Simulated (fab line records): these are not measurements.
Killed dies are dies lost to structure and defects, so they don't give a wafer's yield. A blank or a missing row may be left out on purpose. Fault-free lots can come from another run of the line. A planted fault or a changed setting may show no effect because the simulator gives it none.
A lot that was struck, set against a sound lot / flow gf180mcu / 18 out of 602 route steps
Sound: wafers L154.4, L154.5, L154.6. Wafers L163.1, L163.2, L163.3 were the ones struck. At the end, the cause is stated.
Each step with rows lists, per side, the tool, then ch with its chambers, then its first start. Under that, the readings that differ: sound wafers / struck wafers / difference of the means / sigmas: that difference in standard deviations of wafers without a fault.
alike: readings whose means differ by less than 2 such deviations, and words and numbers that are the same on both sides. not compared: withheld readings, readings that some wafer has no value for, bounds like >300 that may hide the same value, and numbers for which the record gives no deviation and whose values overlap.
The two part at a step that has a row with sigmas, a row that says differs or no value, or rows on one side only. Numbers that don't overlap but have no deviation are shown without sigmas and don't part them. Lack of a reading on every wafer of one side parts them only where that side has two or more wafers.

first, 3 steps without rows for these wafers: GF_V2_EXPOSE_11 (exposes mask Via2, target cd 260 nm); GF_V2_PEB_12 (peb time 90 s); GF_V2_DEVELOP_13 (develop time 60 s).
GF_V2_CD_MEAS_14: the cd target is 260 nm.
  sound on cd-sem-01, day 23 08:54; struck on cd-sem-02, day 26 17:05
  alike: cd-nm
GF_V2_OVL_MEAS_15:
  sound on overlay-01, day 23 08:59; struck on overlay-02, day 26 17:13
  alike: V2_OVL
GF_V2_ETCH_16: etches BARC in N2/H2.
  sound on rie-diel-04 ch 1,2,3, day 23 09:01; struck on rie-diel-01 ch 0,2,3, day 26 17:14
  alike: drypump-motor-current-A, oes-product-au, rf-fwd-power-W, throttle-valve-pct
GF_V2_ETCH_17: etches SiO2 in C4F8/O2/Ar, stops on TiN, target depth 630 nm.
  sound on rie-diel-04 ch 1,2,3; struck on rie-diel-01 ch 0,2,3
  alike: oes-product-au, rf-fwd-power-W
then, 3 steps without rows for these wafers: GF_V2_STRIP_18 (strips in O2/N2); GF_V2_STRIP_19 (strips in post etch residue remover, time 1200 s); GF_V2_CLEAN_20 (cleans in DIW).
GF_V2_SPUTTER_21: material Ti, target thk 15 nm, time 80.02 s.
  sound on pvd-sputter-04, day 23 09:40; struck on pvd-sputter-01, day 26 17:55
  alike: throttle-valve-pct
GF_V2_SPUTTER_22: material TiN, target thk 10 nm, time 40 s.
  sound on pvd-sputter-04, day 23 09:43; struck on pvd-sputter-01, day 26 17:58
  alike: throttle-valve-pct
GF_V2_CVD_23: deposits W, target thk 350 nm, time 104.94 s.
  sound on cvd-w-02 ch 0,1, day 23 09:47; struck on cvd-w-02 ch 0,1, day 26 18:01
reading=model.W_of_V2_CVD_23.thk-nm (nm); sound=352.9 348.9 350.7; struck=554.8 554.3 555.1; difference=+203.9; sigmas=
  alike: chamber-pressure-Torr, heater-power-w
GF_V2_RS_MEAS_24: uses a four-point probe to measure.
  sound on film-metro-03, day 23 09:56; struck on film-metro-04, day 26 18:07
reading=V2_W_RS (ohm/sq); sound=0.325 0.329 0.327; struck=0.205 0.206 0.206; difference=-0.121; sigmas=-39
GF_V2_THK_MEAS_25: measures by xrf.
  sound on film-metro-03, day 23 10:01; struck on film-metro-04, day 26 18:14
reading=V2_W_THK (nm); sound=356 352 352; struck=569 563 566; difference=+213; sigmas=+53
GF_V2_CMP_26: polishes, stops on SiO2, t overpolish 15 s, target thk 0 nm.
  sound on cmp-02 ch 0,2,3, day 23 10:09; struck on cmp-02 ch 0,1,2, day 26 18:21
reading=time-to-endpoint-s (s); sound=91 86 86; struck=138 137 133; difference=+48; sigmas=+13
  alike: edge-zone-pressure-frac, motor-current-A
GF_M3_SPUTTER_00: material Ti, target thk 37.5 nm, time 150 s.
  sound on pvd-sputter-03, day 23 10:21; struck on pvd-sputter-03, day 26 18:36
  alike: throttle-valve-pct
following that, these wafers have no rows for 1 step: GF_PASSIVATION_PROBE_99.

## WHERE THEY PART
Last at GF_V2_CMP_26 as far as this record goes, first at GF_V2_RS_MEAS_24. Later steps at which nothing parts them and some readings are alike: GF_M3_SPUTTER_00.

WHY: what had been put in by the simulator
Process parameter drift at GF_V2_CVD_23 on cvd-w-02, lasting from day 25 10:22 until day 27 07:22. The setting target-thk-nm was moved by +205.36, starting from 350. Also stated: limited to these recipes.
